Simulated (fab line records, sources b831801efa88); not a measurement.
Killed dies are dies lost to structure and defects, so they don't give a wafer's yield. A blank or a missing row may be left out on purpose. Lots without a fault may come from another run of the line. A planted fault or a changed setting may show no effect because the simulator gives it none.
Which tool did it? | flow gf180mcu | 6 lots, 18 wafers sampled, at 1 step of a route of 602

WHAT THE GAUGES READ, wafer by wafer
GF_V1_THK_MEAS_01.
lot  | measured     | on            | V1_CVD_00_THK (nm)
L904 | day 18 03:08 | film_metro-01 | 611 599 605
L906 | day 19 00:18 | film_metro-01 | 601 595 617
L908 | day 19 20:08 | film_metro-01 | 618 608 610
L919 | day 23 16:01 | film_metro-01 | 589 592 595
L922 | day 24 12:04 | film_metro-03 | 599 603 601
L924 | day 25 06:14 | film_metro-01 | 590 581 608

WHICH TOOL RAN EACH LOT (tool, then ch and the chambers of the sampled wafers, then the start)
The record holds no process step before these readings.

THE ANSWER, worked out from the rows above alone
Rule: what is usual is taken from the lots themselves. Put in order of their means at a reading, lots are off if they are a third of the lots or fewer, leave a main group of 4 or more, and stand apart from it by a gap of 3 or more times the standard deviation of the main group's means; of several such gaps the widest counts. A main group whose means are all the same, to the digits that the tables above print for the reading, isn't used. A lot without any number at a reading at which 4 lots or more have one is off too. The other lots that the step has rows for count as sound.
No lot is off at any reading shown: from this, nothing can be told.

WHAT THE SIMULATOR HAD PUT IN
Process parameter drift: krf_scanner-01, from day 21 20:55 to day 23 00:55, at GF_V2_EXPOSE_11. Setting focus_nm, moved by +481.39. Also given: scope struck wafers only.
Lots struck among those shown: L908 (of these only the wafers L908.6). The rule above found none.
